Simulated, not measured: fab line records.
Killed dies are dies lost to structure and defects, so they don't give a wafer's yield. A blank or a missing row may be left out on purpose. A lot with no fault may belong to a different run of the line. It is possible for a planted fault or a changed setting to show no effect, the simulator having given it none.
Struck lot and sound lot, side by side || flow sky130 || 15 out of 708 route steps
Sound: wafers L159.2, L159.4, L159.5. The struck wafers were L176.1, L176.3, L176.5. The cause is given at the end.
Each step with rows lists, per side, the tool, then ch with its chambers, then its first start. Under that, the readings that differ: sound wafers || struck wafers || difference of the means || sigmas: that difference in standard deviations of wafers without a fault.
alike: words and numbers the same on both sides, and readings whose means are apart by under 2 such deviations; not compared: readings that were withheld, readings missing a value for some wafer, numbers with overlapping values and no deviation given by the record, and bounds like >300 which may hide the same value.
Wherever a step has rows on one side only, a row that says differs or no value, or a row with sigmas, the two part there. Numbers that have no deviation but don't overlap get no sigmas and don't part them. Lack of a reading on every wafer of one side parts them only where that side has two or more wafers.

first, 7 steps without rows for these wafers: SKY_CONTACT_HMDS_07 (prime time 60 s); SKY_CONTACT_COAT_08 (resist thk 60 nm); SKY_CONTACT_COAT_09 (resist thk 450 nm); SKY_CONTACT_SOFTBAKE_10 (time 90 s); SKY_CONTACT_EXPOSE_11 (exposes mask CTM1, target cd 170 nm); SKY_CONTACT_PEB_12; SKY_CONTACT_DEVELOP_13 (develop time 60 s).
SKY_CONTACT_CD_MEAS_14: the cd target is 170 nm.
  sound on cd-sem-01 at day 31 19:56; struck on cd-sem-01 at day 37 05:59
{"reading": "cd-nm (nm)", "sound": "171.5 171.1 171.6", "struck": "167.8 167.7 168.6", "difference": -3.4, "sigmas": -2}
SKY_CONTACT_OVL_MEAS_15:
  sound on overlay-02 at day 31 20:02; struck on overlay-02 at day 37 06:06
{"reading": "CONTACT_OVL (nm)", "sound": "0 7 7", "struck": "-6 -6 -4", "difference": -10, "sigmas": -2}
SKY_CONTACT_ETCH_16: etches BARC in N2/H2, stops on SiO2, time 45.9 s, target depth 60 nm.
  sound on rie-diel-03 ch 0,2,3, day 31 20:04; struck on rie-diel-03 ch 0,1,3, day 37 06:08
  alike: drypump-motor-current-A, oes-product-au, throttle-valve-pct
  not compared: rf-hours-counter-h
SKY_CONTACT_ETCH_17: etches SiO2 in C4F8/O2/Ar, stops on Si3N4, target depth 340 nm.
  sound on rie-diel-03 ch 0,2,3, day 31 20:06; struck on rie-diel-03 ch 0,1,3, day 37 06:11
  alike: oes-product-au
SKY_CONTACT_ETCH_18: etches Si3N4 in CHF3/O2, stops on TiN, time 39 s, target depth 75 nm.
  sound: rie-diel-03 ch 0,2,3; struck: rie-diel-03 ch 0,1,3
  alike: drypump-motor-current-A, oes-product-au, throttle-valve-pct
  not compared: rf-hours-counter-h
SKY_CONTACT_STRIP_19: strips in O2/N2.
  sound on plasma-asher-04 ch 1, day 31 20:11; struck on plasma-asher-04 ch 0,1, day 37 06:16
  no value came back on the struck wafers for chamber-pressure-mTorr (mTorr), drypump-motor-current-A (A), oes-product-au (a.u.), strip-time-to-endpoint-s (s); on the sound wafers chamber-pressure-mTorr (mTorr) reads 1501.0 1499.7 1499.4
{"reading": "model.KrF-thick_of_CONTACT_COAT_09.thk-nm (nm)", "sound": "0 0 0", "struck": "244.8 241.1 247", "difference": "+244.3", "sigmas": ""}
  not compared: rf-hours-counter-h
then, 1 step without rows for these wafers: SKY_CONTACT_STRIP_20 (strips in post etch residue remover, time 1200 s).
-- the record jumps here: 13 days lie between the struck wafers' starts before and after (it left off in module CONTACT and takes up again in module PAD_OPEN, whose first step shown is number 708 of the route) --
SKY_PAD_OPEN_PROBE_99:
  sound on prober-01 at day 46 00:24; struck on prober-01 at day 49 23:34
{"reading": "killed-at-contacts", "sound": "18 28 31", "struck": "432 424 445", "difference": "+408", "sigmas": "+82"}
{"reading": "killed-dies", "sound": "83 87 86", "struck": "492 492 492", "difference": "+407", "sigmas": "+44"}
{"reading": "killed-on-rim", "sound": "15 19 15", "struck": "96 96 96", "difference": "+80", "sigmas": "+22"}
  alike: killed_at_M0_to_M3, killed_at_M4_up, killed-at-front-end, killed-at-other, killed-open, killed-short

## WHERE THEY PART
Last at SKY_PAD_OPEN_PROBE_99 as far as this record goes, first at SKY_CONTACT_CD_MEAS_14.

WHY: the cause the simulator had injected
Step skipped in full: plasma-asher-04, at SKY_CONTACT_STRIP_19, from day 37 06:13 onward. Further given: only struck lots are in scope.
